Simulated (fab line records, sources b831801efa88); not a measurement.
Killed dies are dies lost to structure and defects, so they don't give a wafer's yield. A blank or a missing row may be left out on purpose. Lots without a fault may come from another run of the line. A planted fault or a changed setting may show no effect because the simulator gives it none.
Which tool did it? | flow gf180mcu | 14 lots, 40 wafers sampled, at 6 steps of a route of 602

WHAT THE GAUGES READ, wafer by wafer
GF_LVPWELL_TW_MEAS_11.
lot  | measured    | on            | LVPWELL_TW
L173 | day 3 22:44 | film_metro-03 | 557 557 556
L174 | day 4 02:41 | film_metro-03 | 558 558 559
L175 | day 4 07:57 | film_metro-02 | 559 561 558
L176 | day 4 14:59 | film_metro-04 | 566 565 567
L177 | day 5 00:05 | film_metro-04 | 563 567 566
L178 | day 5 04:10 | film_metro-02 | 561 559 560
L179 | day 5 09:36 | film_metro-02 | 560 560 560
L186 | day 6 23:02 | film_metro-03 | 562 559
L187 | day 7 04:11 | film_metro-04 | 568 565
L190 | day 7 21:35 | film_metro-03 | 560 561 561
L192 | day 8 09:32 | film_metro-02 | 561 563 561
L193 | day 8 16:38 | film_metro-04 | 567 564 568
L195 | day 9 08:18 | film_metro-03 | 559 558 560
L196 | day 9 09:00 | film_metro-04 | 564 565 564

GF_PSD_RS_MEAS_14: measures by four-point-probe.
lot  | measured     | on            | NSD_RS (ohm/sq)
L173 | day 14 03:51 | film_metro-02 | 46.17 46.13 46.26
L174 | day 14 14:18 | film_metro-02 | 46.21 46.25 46.29
L175 | day 14 22:23 | film_metro-01 | 46.20 46.00 46.13
L176 | day 15 03:53 | film_metro-01 | 46.09 46.11 46.20
L177 | day 16 00:39 | film_metro-01 | 46.09 46.21 46.13
L178 | day 16 01:32 | film_metro-01 | 46.16 46.20 46.12
L179 | day 16 14:14 | film_metro-01 | 46.00 46.04 46.07
L186 | day 19 09:44 | film_metro-01 | 46.08 43.69
L187 | day 19 19:20 | film_metro-02 | 46.20 43.92
L190 | day 20 16:07 | film_metro-04 | 46.23 46.09 46.28
L192 | day 21 02:30 | film_metro-02 | 46.23 46.01 46.20
L193 | day 21 10:05 | film_metro-04 | 45.99 46.02 46.12
L195 | day 22 07:08 | film_metro-01 | 46.14 46.05 46.18
L196 | day 22 09:25 | film_metro-01 | 46.08 46.04 46.07

GF_PSD_RS_MEAS_15: measures by four-point-probe.
lot  | measured     | on            | PSD_RS (ohm/sq)
L173 | day 14 03:58 | film_metro-02 | 108.57 108.78 108.48
L174 | day 14 14:25 | film_metro-02 | 108.68 108.99 109.07
L175 | day 14 22:30 | film_metro-01 | 108.68 107.92 108.92
L176 | day 15 04:01 | film_metro-01 | 108.65 108.35 108.77
L177 | day 16 00:46 | film_metro-01 | 108.59 108.53 108.35
L178 | day 16 01:39 | film_metro-01 | 108.70 108.89 108.52
L179 | day 16 14:21 | film_metro-01 | 108.11 108.54 108.12
L186 | day 19 09:52 | film_metro-01 | 108.43 103.94
L187 | day 19 19:28 | film_metro-02 | 108.70 104.16
L190 | day 20 16:14 | film_metro-04 | 108.92 109.13 109.47
L192 | day 21 02:37 | film_metro-02 | 108.76 109.15 109.28
L193 | day 21 10:13 | film_metro-04 | 108.19 108.48 108.67
L195 | day 22 07:15 | film_metro-01 | 108.76 108.76 108.60
L196 | day 22 09:32 | film_metro-01 | 108.57 108.50 108.70

GF_SALICIDE_THK_MEAS_05: measures by xrf.
lot  | measured     | on            | SALICIDE_TIN_THK (nm)
L173 | day 15 01:32 | film_metro-02 | 20.32 20.13 20.37
L174 | day 15 12:13 | film_metro-03 | 20.65 20.49 20.56
L175 | day 15 21:11 | film_metro-03 | 19.92 19.94 19.79
L176 | day 16 02:10 | film_metro-02 | 20.06 19.85 19.79
L177 | day 16 23:13 | film_metro-02 | 19.83 20.24 19.89
L178 | day 17 00:45 | film_metro-03 | 20.43 20.18 20.55
L179 | day 17 14:12 | film_metro-02 | 19.96 20.03 20.27
L186 | day 20 10:32 | film_metro-01 | 20.23 20.12
L187 | day 20 20:40 | film_metro-03 | 19.76 19.93
L190 | day 21 16:00 | film_metro-02 | 20.01 20.14 19.91
L192 | day 22 02:37 | film_metro-01 | 19.60 19.42 19.75
L193 | day 22 10:32 | film_metro-02 | 20.11 19.95 20.35
L195 | day 23 06:13 | film_metro-03 | 20.07 20.11 20.13
L196 | day 23 09:47 | film_metro-02 | 19.96 20.18 20.10

GF_CONTACT_OVL_MEAS_15.
lot  | measured     | on         | CONTACT_OVL (nm)
L173 | day 16 00:44 | overlay-02 | -3 1 8
L174 | day 16 11:09 | overlay-01 | -5 -14 -9
L175 | day 16 21:11 | overlay-01 | -1 -3 -6
L176 | day 17 01:37 | overlay-01 | -2 5 3
L177 | day 17 23:13 | overlay-01 | -3 -1 1
L178 | day 18 01:46 | overlay-02 | 4 8 7
L179 | day 18 14:46 | overlay-02 | 2 11 5
L186 | day 21 11:17 | overlay-01 | 2 -3
L187 | day 21 21:36 | overlay-01 | -5 -1
L190 | day 22 16:53 | overlay-02 | 1 4 4
L192 | day 23 02:42 | overlay-01 | -5 5 -9
L193 | day 23 10:46 | overlay-01 | -3 -2 -3
L195 | day 24 05:47 | overlay-01 | 9 1 -3
L196 | day 24 08:29 | overlay-01 | 4 9 4

WHICH TOOL RAN EACH LOT (tool, then ch and the chambers of the sampled wafers, then the start)
lot  | GF_PSD_RTA_13
L173 | rtp_anneal-01 ch 0, day 14 03:46
L174 | rtp_anneal-01 ch 0, day 14 14:13
L175 | rtp_anneal-01 ch 0, day 14 22:17
L176 | rtp_anneal-01 ch 0, day 15 03:49
L177 | rtp_anneal-01 ch 0, day 16 00:34
L178 | rtp_anneal-02 ch 0, day 16 01:27
L179 | rtp_anneal-01 ch 0, day 16 14:08
L186 | rtp_anneal-01 ch 0, day 19 09:35
L187 | rtp_anneal-01 ch 0, day 19 19:16
L190 | rtp_anneal-02 ch 0, day 20 16:01
L192 | rtp_anneal-02 ch 0, day 21 02:25
L193 | rtp_anneal-02 ch 0, day 21 10:01
L195 | rtp_anneal-02 ch 0, day 22 07:02
L196 | rtp_anneal-01 ch 0, day 22 09:19
- GF_PSD_RTA_13: time 20 s.

WHAT THE TOOLS THEMSELVES READ (means of the sampled wafers that have a number; where no wafer has one, the mark that the record gives instead)
GF_PSD_RTA_13.
lot  | tool          | lamp_power_pct (%) | run_length_s (s) | wafer_temp_C_max
L173 | rtp_anneal-01 | 36.0               | 48.6             | 1029.1
L174 | rtp_anneal-01 | 36.0               | 48.7             | 1027.4
L175 | rtp_anneal-01 | 36.0               | 48.9             | 1027.9
L176 | rtp_anneal-01 | 36.0               | 48.6             | 1028.2
L177 | rtp_anneal-01 | 35.9               | 48.7             | 1028.0
L178 | rtp_anneal-02 | 32.1               | 48.3             | 1028.0
L179 | rtp_anneal-01 | 36.0               | 48.7             | 1027.9
L186 | rtp_anneal-01 | 35.9               | 56.6             | 1028.2
L187 | rtp_anneal-01 | 36.0               | 54.2             | 1028.8
L190 | rtp_anneal-02 | 32.0               | 48.4             | 1028.9
L192 | rtp_anneal-02 | 32.0               | 48.4             | 1028.3
L193 | rtp_anneal-02 | 32.0               | 48.4             | 1028.0
L195 | rtp_anneal-02 | 32.0               | 48.3             | 1028.2
L196 | rtp_anneal-01 | 36.0               | 48.6             | 1027.8

THE ANSWER, worked out from the rows above alone
Rule: what is usual is taken from the lots themselves. Put in order of their means at a reading, lots are off if they are a third of the lots or fewer, leave a main group of 4 or more, and stand apart from it by a gap of 3 or more times the standard deviation of the main group's means; of several such gaps the widest counts. A main group whose means are all the same, to the digits that the tables above print for the reading, isn't used. A lot without any number at a reading at which 4 lots or more have one is off too. The other lots that the step has rows for count as sound. The gauges are gone through in route order, then the tools' own readings, and for those a lot's mean is taken as printed above. The first step at which some lot is off is used, and at that step the reading that is off furthest; a lot without a number counts as furthest.
Off: L186, L187, at GF_PSD_RS_MEAS_14 (NSD_RS). The main group: mean 46.13 ohm/sq, standard deviation 0.061.
A tool fits if, at a process step before that reading, it ran every lot that is off, and no sound lot after the first of them. The gauges at GF_PSD_RS_MEAS_14 aren't tried: what is off there is off at GF_PSD_RTA_13 too, on other tools, and a gauge's error can't cause that. None of those tried fits.

WHAT THE SIMULATOR HAD PUT IN
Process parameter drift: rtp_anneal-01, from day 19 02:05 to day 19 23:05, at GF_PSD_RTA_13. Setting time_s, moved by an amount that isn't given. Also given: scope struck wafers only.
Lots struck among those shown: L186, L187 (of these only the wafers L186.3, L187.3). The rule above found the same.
